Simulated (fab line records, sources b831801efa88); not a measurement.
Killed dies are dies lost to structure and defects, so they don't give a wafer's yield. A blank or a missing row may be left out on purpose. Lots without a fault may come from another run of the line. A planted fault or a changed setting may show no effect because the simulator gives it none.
A struck lot beside a sound one | flow sky130 | 44 steps out of a route of 708
Sound: wafers L608.1, L608.2, L608.6. Struck: wafers L607.2, L607.3, L607.6. The cause comes at the end.
At each step with rows: each side's tool, then ch and its chambers, then its first start. Under that, the readings that differ: sound wafers | struck wafers | difference of the means | sigmas: that difference in standard deviations of wafers without a fault.
alike: readings whose means differ by less than 2 such deviations, and words and numbers that are the same on both sides. not compared: withheld readings, readings that some wafer has no value for, bounds like >300 that may hide the same value, and numbers for which the record gives no deviation and whose values overlap.
The two part at a step that has a row with sigmas, a row that says differs or no value, or rows on one side only. Numbers that don't overlap but have no deviation are shown without sigmas and don't part them. A reading that every wafer of one side lacks parts them only if that side has two wafers or more.

first, 8 steps without rows for these wafers: SKY_DNWELL_DEHYDRATE_00 (time 60 s); SKY_DNWELL_HMDS_01 (prime time 60 s); SKY_DNWELL_COAT_02 (resist thk 3000 nm); SKY_DNWELL_SOFTBAKE_03; SKY_DNWELL_EXPOSE_04 (exposes mask DNM, target cd 3000 nm); SKY_DNWELL_PEB_05; SKY_DNWELL_DEVELOP_06 (develop time 60 s); SKY_DNWELL_IMPLANT_07.
SKY_DNWELL_STRIP_08: strips in O2/N2.
  sound on plasma_asher-04 ch 0,1, day 5 18:31; struck on plasma_asher-04 ch 0,1, day 5 15:46
  reading                      | sound             | struck            | difference | sigmas
  strip_time_to_endpoint_s (s) | 37.14 37.06 37.06 | 36.84 36.83 36.83 | -0.25      | -2
  alike: chamber_pressure_mTorr, drypump_motor_current_A, oes_product_au
  not compared: rf_hours_counter_h
SKY_DNWELL_TW_MEAS_09:
  sound on film_metro-01, day 5 18:37; struck on film_metro-02, day 5 15:53
  alike: DNWELL_TW
then, 2 steps without rows for these wafers: SKY_PWDE_DEHYDRATE_00 (time 60 s); SKY_PWDE_HMDS_01 (prime time 60 s).
SKY_PWDE_COAT_02: resist thk 3000 nm.
  sound on litho_track-01 ch 0, day 6 03:38; struck on litho_track-04, day 6 00:43
  no value came back on the struck wafers for chill_plate_temp_C (C), dispense_pressure_kPa (kPa); on the sound wafers chill_plate_temp_C (C) reads 22.87 22.90 22.98
then, 4 steps without rows for these wafers: SKY_PWDE_SOFTBAKE_03; SKY_PWDE_EXPOSE_04 (exposes mask PWDEM, target cd 840 nm); SKY_PWDE_PEB_05; SKY_PWDE_DEVELOP_06 (develop time 60 s).
SKY_PWDE_OVL_MEAS_07:
  sound on overlay-01, day 6 13:27; struck on overlay-02, day 6 10:05
  reading       | sound       | struck | difference                    | sigmas
  PWDE_OVL (nm) | 3.0 2.8 2.3 | - - -  | no value on the struck wafers |
then, 1 step without rows for these wafers: SKY_PWDE_IMPLANT_08.
SKY_PWDE_STRIP_09: strips in O2/N2.
  sound on plasma_asher-04 ch 0,1, day 6 13:38; struck on plasma_asher-03 ch 0,1, day 6 10:16
  no value came back on the struck wafers for oes_product_au (a.u.), strip_time_to_endpoint_s (s); on the sound wafers oes_product_au (a.u.) reads 0.728 0.724 0.717
  alike: chamber_pressure_mTorr, drypump_motor_current_A
  not compared: rf_hours_counter_h
SKY_PWDE_TW_MEAS_10:
  sound on film_metro-04, day 6 13:44; struck on film_metro-01, day 6 10:23
  alike: PWDE_TW
then, 7 steps without rows for these wafers: SKY_NWELL_DEHYDRATE_03 (time 60 s); SKY_NWELL_HMDS_04 (prime time 60 s); SKY_NWELL_COAT_05 (resist thk 3000 nm); SKY_NWELL_SOFTBAKE_06; SKY_NWELL_EXPOSE_07 (exposes mask NWM, target cd 840 nm); SKY_NWELL_PEB_08; SKY_NWELL_DEVELOP_09 (develop time 60 s).
SKY_NWELL_OVL_MEAS_10:
  sound on overlay-01, day 7 08:48; struck on overlay-02, day 7 04:59
  alike: NWELL_00_OVL
then, 3 steps without rows for these wafers: SKY_NWELL_IMPLANT_11; SKY_NWELL_IMPLANT_12; SKY_NWELL_IMPLANT_13.
SKY_NWELL_STRIP_14: strips in O2/N2.
  sound on plasma_asher-03 ch 0,1, day 7 09:17; struck on plasma_asher-01 ch 0,1, day 7 05:28
  alike: chamber_pressure_mTorr, drypump_motor_current_A, oes_product_au, strip_time_to_endpoint_s
  not compared: rf_hours_counter_h
SKY_NWELL_TW_MEAS_15:
  sound on film_metro-04, day 7 09:23; struck on film_metro-04, day 7 05:35
  alike: NWELL_TW
then, 7 steps without rows for these wafers: SKY_NWELL_DEHYDRATE_16 (time 60 s); SKY_NWELL_HMDS_17 (prime time 60 s); SKY_NWELL_COAT_18 (resist thk 3000 nm); SKY_NWELL_SOFTBAKE_19; SKY_NWELL_EXPOSE_20 (exposes mask NWM COMPLEMENT, target cd 840 nm); SKY_NWELL_PEB_21; SKY_NWELL_DEVELOP_22 (develop time 60 s).
SKY_NWELL_OVL_MEAS_23:
  sound on overlay-02, day 8 05:54; struck on overlay-02, day 8 01:35
  alike: NWELL_01_OVL
SKY_NWELL_TW_MEAS_26:
  sound on film_metro-04, day 8 06:11; struck on film_metro-02, day 8 01:53
  reading    | sound       | struck      | difference | sigmas
  NWELL_2_TW | 499 496 499 | 549 546 545 | +49        | +11
-- the record jumps here: 40 days lie between the struck wafers' starts before and after (it left off in module NWELL and takes up again in module PAD_OPEN, whose first step shown is number 708 of the route) --
SKY_PAD_OPEN_PROBE_99:
  sound on prober-02, day 48 13:29; struck on prober-02, day 48 05:24
  reading             | sound    | struck      | difference | sigmas
  killed_at_front_end | 17 19 14 | 431 409 409 | +400       | +83
  killed_dies         | 79 99 76 | 492 492 492 | +407       | +41
  killed_on_rim       | 13 24 15 | 96 96 96    | +79        | +22
  alike: killed_at_M0_to_M3, killed_at_M4_up, killed_at_contacts, killed_at_other, killed_open, killed_short

WHERE THEY PART
First at SKY_DNWELL_STRIP_08; last, within this record, at SKY_PAD_OPEN_PROBE_99.

WHY: what the simulator had put in
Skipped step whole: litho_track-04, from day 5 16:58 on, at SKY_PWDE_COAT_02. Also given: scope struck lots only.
